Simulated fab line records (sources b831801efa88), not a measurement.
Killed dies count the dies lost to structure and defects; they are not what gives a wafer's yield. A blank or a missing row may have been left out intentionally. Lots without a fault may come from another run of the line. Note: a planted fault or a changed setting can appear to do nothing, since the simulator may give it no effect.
fab line records	flow sky130
[record] lots = 7	wafers = 21	lastDay = 50
route steps=708 shown VT_ADJUST_NCORE@128 VT_ADJUST_HVTR@131
lots with no fault: from the same line, run without faults
startH: start of the lot's first displayed wafer, in hours after the record's first day	waitH: how many hours have passed since the lot's step before this one	" the same as in the row above	L1.1+2: a single row standing in for several wafers	- value missing, or start not given	* or withheld: withheld	< > ~ a bound
route shown NAME@n: NAME is a module with steps in the file, n the number in the route of the first one	usual: average and standard deviation across the fault-free wafers	same: alike in all rows	chamber/n: place in a boat	sites: readings site by site	_std_site: the standard deviation of these	_edge_site: mean of outer sites minus mean of inner sites	radiusMm: for every site, how far away it sits from the centre of the wafer	mask NAME#n: copy n	behind: the most recent tool/chamber to have shaped the wafer	hold: why the lot was held/for how many hours/how that ended	device: whichever transistor did not switch (one of n, p or np)	end of line: tests of these same wafers at the route's end	a step without rows: its recipe alone	killed: not the wafer's yield, but the dies lost to structure and defects at the first sort	map: per-die view of a wafer (x killed, . not killed, _ where there is no die)
set.NAME: setting as actually run; set.NAME@STEP: the setting as run at that earlier step	model.NAME: the simulator's own value behind a step, which no gauge read
lots seen at some steps along the route; tables by step, rows by wafer
services: when a tool's chamber went out of use (startH, in hours from the record's first day, below 0 if earlier), for how many hours, and the reason
[[steps]]
[step SKY_VT_ADJUST_NCORE_IMPLANT_09]
[recipe] species = B	energyKev = 10	doseCm2 = 2.4e+12	tiltDeg = withheld
[step SKY_VT_ADJUST_NCORE_STRIP_10]
[recipe] chemistry = O2/N2	powerW = 1400	pressureMtorr = 1500	platenTempC = withheld	o2FlowSccm = 3000	n2FlowSccm = 300	overashFraction = 0.5
[usual] drypumpMotorCurrentA = 5.95/0.29	oesProductAu = 0.716/0.0047	stripTimeToEndpointS = 14.19/0.045
lot.wafer	tool	chamber	startH	waitH	drypumpMotorCurrentA	oesProductAu	rfHoursCounterH	stripTimeToEndpointS
L195.1	plasmaAsher-03	0	247.63	0.1	6.45	0.709	12	14.23
L195.5	"	0	"	"	6.47	0.728	-	14.22
L195.6	"	1	"	"	5.77	0.721	-	14.18
L203.2	plasmaAsher-02	1	296.43	0.1	5.53	0.717	60	14.20
L203.4	"	0	"	"	5.92	0.720	-	14.22
L203.6	"	1	"	"	5.56	0.719	-	14.20
L202.1	plasmaAsher-02	1	297.67	0.1	5.57	0.714	61	14.27
L202.3	"	1	"	"	5.57	0.716	-	14.23
L202.4	"	0	"	"	5.95	0.715	-	14.21
L204.2	plasmaAsher-01	0	301.38	0.1	6.15	0.715	49	14.15
L204.5	"	1	"	"	6.12	0.715	-	14.17
L204.6	"	0	"	"	6.15	0.707	-	14.14
L206.1	plasmaAsher-03	1	318.47	0.1	5.83	0.709	19	14.17
L206.2	"	0	"	"	6.44	0.713	19	14.16
L206.6	"	1	"	"	5.79	0.715	-	14.15
L209.4	plasmaAsher-01	0	335.87	0.1	6.14	0.718	-	14.24
L209.5	"	0	"	"	6.16	0.714	-	14.22
L209.6	"	1	"	"	6.11	0.708	-	14.27
L210.3	plasmaAsher-01	1	344.71	0.1	6.10	0.715	-	14.13
L210.4	"	0	"	"	6.14	0.721	-	14.14
L210.6	"	0	"	"	6.13	0.710	-	14.15
[step SKY_VT_ADJUST_NCORE_TW_MEAS_11]
[usual] VT_ADJUST_NCORE_TW = 216.4/1.4
lot.wafer	tool	chamber	startH	waitH	VT_ADJUST_NCORE_TW
L195.1	filmMetro-01	-	247.73	0.1	216.8
L195.5	"	-	"	"	216.7
L195.6	"	-	"	"	217.3
L203.2	filmMetro-04	-	296.54	0.1	214.7
L203.4	"	-	"	"	215.1
L203.6	"	-	"	"	216.3
L202.1	filmMetro-01	-	297.77	0.1	215.9
L202.3	"	-	"	"	217.1
L202.4	"	-	"	"	216.4
L204.2	filmMetro-01	-	301.49	0.1	216.7
L204.5	"	-	"	"	216.5
L204.6	"	-	"	"	215.2
L206.1	filmMetro-03	-	318.57	0.1	216.5
L206.2	"	-	"	"	216.7
L206.6	"	-	"	"	217.7
L209.4	filmMetro-03	-	335.96	0.1	216.4
L209.5	"	-	"	"	217.8
L209.6	"	-	"	"	216.9
L210.3	filmMetro-03	-	344.79	0.1	217.8
L210.4	"	-	"	"	217.4
L210.6	"	-	"	"	217.7
[step SKY_VT_ADJUST_HVTR_DEHYDRATE_00]
[recipe] tempC = 200	timeS = 60
[step SKY_VT_ADJUST_HVTR_HMDS_01]
[recipe] primeTimeS = 60	primeTempC = 120
[step SKY_VT_ADJUST_HVTR_COAT_02]
[recipe] resist = NOVOLAK	spinRpm = 3000	resistThkNm = 1140
[step SKY_VT_ADJUST_HVTR_SOFTBAKE_03]
[recipe] tempC = 90	timeS = 60	resist = NOVOLAK
[step SKY_VT_ADJUST_HVTR_EXPOSE_04]
[recipe] maskId = HVTRM	targetCdNm = 380	na = 0.6	sourceShape = conventional	sigmaOuter = 0.6	doseMj = 150
[step SKY_VT_ADJUST_HVTR_PEB_05]
[recipe] tempC = withheld	timeS = *	resist = NOVOLAK
[step SKY_VT_ADJUST_HVTR_DEVELOP_06]
[recipe] developTimeS = 57.6	devTempC = 23
[step SKY_VT_ADJUST_HVTR_CD_MEAS_07]
[recipe] targetCdNm = 380
[usual] cdNm = 379.9/2.7
lot.wafer	tool	chamber	startH	waitH	cdNm
L195.1	cdSem-01	-	271.62	0.1	382.8
L195.5	"	-	"	"	382.5
L195.6	"	-	"	"	382.0
L203.2	cdSem-01	-	321.62	0.1	381.2
L203.4	"	-	"	"	379.6
L203.6	"	-	"	"	381.5
L202.1	cdSem-02	-	322.97	0.1	371.6
L202.3	"	-	"	"	374.9
L202.4	"	-	"	"	371.6
L204.2	cdSem-01	-	327.39	0.1	380.9
L204.5	"	-	"	"	381.5
L204.6	"	-	"	"	380.0
L206.1	cdSem-02	-	344.58	0.1	380.9
L206.2	"	-	"	"	379.4
L206.6	"	-	"	"	382.3
L209.4	cdSem-02	-	363.73	0.1	377.3
L209.5	"	-	"	"	378.7
L209.6	"	-	"	"	378.0
L210.3	cdSem-01	-	373.54	0.1	379.9
L210.4	"	-	"	"	380.1
L210.6	"	-	"	"	377.1
[step SKY_VT_ADJUST_HVTR_OVL_MEAS_08]
[usual] VT_ADJUST_HVTR_OVL = 0.4/1.4
lot.wafer	tool	chamber	startH	waitH	VT_ADJUST_HVTR_OVL[nm]
L195.1	overlay-02	-	271.74	0.1	0.4
L195.5	"	-	"	"	1.4
L195.6	"	-	"	"	0.6
L203.2	overlay-02	-	321.72	0.1	0.0
L203.4	"	-	"	"	2.0
L203.6	"	-	"	"	1.3
L202.1	overlay-02	-	323.09	0.1	0.3
L202.3	"	-	"	"	1.8
L202.4	"	-	"	"	-0.4
L204.2	overlay-01	-	327.49	0.1	0.6
L204.5	"	-	"	"	-2.1
L204.6	"	-	"	"	-0.3
L206.1	overlay-02	-	344.70	0.1	2.5
L206.2	"	-	"	"	3.8
L206.6	"	-	"	"	2.0
L209.4	overlay-01	-	363.81	0.1	0.8
L209.5	"	-	"	"	1.3
L209.6	"	-	"	"	0.8
L210.3	overlay-01	-	373.63	0.1	-0.4
L210.4	"	-	"	"	-0.3
L210.6	"	-	"	"	0.1
[step SKY_VT_ADJUST_HVTR_IMPLANT_09]
[recipe] species = B	energyKev = 10	doseCm2 = 2.1e+12	tiltDeg = withheld
[usual] beamEnergyKeV = 9.9993/0.0027	beamOnS = 9.99/0.22	faradayCurrentUA = 11.86/0.25
lot.wafer	tool	chamber	startH	waitH	beamEnergyKeV	beamOnS	faradayCurrentUA
L195.1	implanter-03	0	271.77	0.0	9.9987	10.22	11.58
L195.5	"	0	"	"	10.005	10.02	11.86
L195.6	"	0	"	"	9.9992	10.04	11.84
L203.2	implanter-04	0	321.78	0.0	9.9992	10.00	11.82
L203.4	"	0	"	"	9.9986	9.70	12.21
L203.6	"	0	"	"	9.9996	9.64	12.20
L202.1	implanter-04	-	323.12	0.0	-	-	-
L202.3	"	-	"	"	-	-	-
L202.4	"	-	"	"	-	-	-
L204.2	implanter-01	-	327.55	0.0	-	-	-
L204.5	"	-	"	"	-	-	-
L204.6	"	-	"	"	-	-	-
L206.1	implanter-03	-	344.73	0.0	-	-	-
L206.2	"	-	"	"	-	-	-
L206.6	"	-	"	"	-	-	-
L209.4	implanter-03	0	363.90	0.1	9.9996	10.04	11.84
L209.5	"	0	"	"	9.9979	9.81	12.04
L209.6	"	0	"	"	10.001	9.77	12.11
L210.3	implanter-01	0	373.70	0.1	9.9978	10.03	11.80
L210.4	"	0	"	"	10.001	10.06	11.80
L210.6	"	0	"	"	9.9984	9.95	11.93
[step SKY_VT_ADJUST_HVTR_STRIP_10]
[recipe] chemistry = O2/N2	powerW = 1400	pressureMtorr = 1500	platenTempC = withheld	o2FlowSccm = 3000	n2FlowSccm = 300	overashFraction = 0.5
[usual] drypumpMotorCurrentA = 5.97/0.24	oesProductAu = 0.716/0.0044	stripTimeToEndpointS = 14.19/0.04
lot.wafer	tool	chamber	startH	waitH	drypumpMotorCurrentA	oesProductAu	rfHoursCounterH	stripTimeToEndpointS
L195.1	plasmaAsher-02	0	271.92	0.1	5.90	0.720	58	14.21
L195.5	"	0	"	"	5.88	0.724	-	14.18
L195.6	"	1	"	"	5.56	0.715	-	14.17
L203.2	plasmaAsher-02	0	321.90	0.1	5.92	0.711	63	14.19
L203.4	"	0	"	"	5.91	0.713	-	14.19
L203.6	"	0	"	"	5.90	0.717	-	14.17
L202.1	plasmaAsher-01	0	323.27	0.1	6.11	0.719	51	14.22
L202.3	"	1	"	"	6.12	0.717	-	14.25
L202.4	"	0	"	"	6.15	0.713	-	14.21
L204.2	plasmaAsher-01	0	327.67	0.1	6.13	0.714	51	14.22
L204.5	"	1	"	"	6.13	0.721	-	14.22
L204.6	"	0	"	"	6.14	0.717	-	14.23
L206.1	plasmaAsher-04	1	344.88	0.1	6.28	0.716	65	14.24
L206.2	"	0	"	"	6.00	0.718	65	14.24
L206.6	"	1	"	"	6.25	0.710	-	14.23
L209.4	plasmaAsher-02	1	364.01	0.1	5.55	0.713	-	14.19
L209.5	"	1	"	"	5.55	0.717	-	14.19
L209.6	"	0	"	"	5.95	0.716	-	14.18
L210.3	plasmaAsher-02	1	373.84	0.1	5.55	0.709	-	14.16
L210.4	"	0	"	"	5.91	0.713	-	14.16
L210.6	"	1	"	"	5.56	0.709	-	14.18
[step SKY_VT_ADJUST_HVTR_TW_MEAS_11]
[usual] VT_ADJUST_HVTR_TW = 213/4.2
lot.wafer	tool	chamber	startH	waitH	VT_ADJUST_HVTR_TW
L195.1	filmMetro-04	-	272.02	0.1	208
L195.5	"	-	"	"	207
L195.6	"	-	"	"	208
L203.2	filmMetro-02	-	322.01	0.1	218
L203.4	"	-	"	"	218
L203.6	"	-	"	"	218
L202.1	filmMetro-04	-	323.37	0.1	30
L202.3	"	-	"	"	30
L202.4	"	-	"	"	29
L204.2	filmMetro-04	-	327.78	0.1	30
L204.5	"	-	"	"	29
L204.6	"	-	"	"	29
L206.1	filmMetro-02	-	344.98	0.1	31
L206.2	"	-	"	"	31
L206.6	"	-	"	"	31
L209.4	filmMetro-03	-	364.10	0.1	208
L209.5	"	-	"	"	209
L209.6	"	-	"	"	209
L210.3	filmMetro-02	-	373.92	0.1	217
L210.4	"	-	"	"	217
L210.6	"	-	"	"	216
[[services]]
tool	chamber	startH	hours	kind
implanter-01	-	229.32	6.1	repair
plasmaAsher-01	-	245.28	2.8	pm
implanter-01	-	282.90	2.3	repair
plasmaAsher-02	-	289.18	0.8	repair
implanter-03	-	292.76	4.6	pm
implanter-04	-	306.67	1.8	repair
plasmaAsher-04	-	307.17	1.6	repair
plasmaAsher-01	-	318.18	0.5	repair
implanter-03	-	322.08	4.7	pm
implanter-04	-	326.57	22.0	pm
plasmaAsher-04	-	342.23	1.8	repair
plasmaAsher-02	-	347.63	2.8	pm
[[key]]
[firstSign] step = SKY_VT_ADJUST_HVTR_IMPLANT_09	reading = toolRecord	direction = missing
[effect] step = SKY_VT_ADJUST_HVTR_TW_MEAS_11	reading = VT_ADJUST_HVTR_TW	direction = down	sigmas = 44	usual = 213	struck = 30
metAt SKY_VT_ADJUST_HVTR_IMPLANT_09
struckWafers L202.1,L202.3,L202.4,L204.2,L204.5,L204.6,L206.1,L206.2,L206.6
laterRowsLeftOut L202.1,L202.3,L202.4,L204.2,L204.5,L204.6,L206.1,L206.2,L206.6
sortLeftOut L202.1,L202.3,L202.4,L204.2,L204.5,L204.6,L206.1,L206.2,L206.6
testerLeftOut L202,L204,L206
onsetBetween 321.78 323.12
[fault] kind = skippedStepWhole	tool = implanter-01,implanter-03,implanter-04	chamber = -	onsetH = 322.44	steps = SKY_VT_ADJUST_HVTR_IMPLANT_09	scope = struckLotsOnly
// testerLeftOut: of these lots the tester's yield and bins aren't shown, on N5 and GAA mostly nor the transistor test; their killed dies are dies lost to structure and defects alone, not to doping, threshold or leakage, so they don't give the yield
// sortLeftOut: the simulated sort isn't trusted on such a fault, so these wafers' sort isn't shown, and their yield isn't known
// laterRowsLeftOut: the simulator's readings of these wafers behind a module that went badly wrong aren't trusted and aren't shown, but for the sort
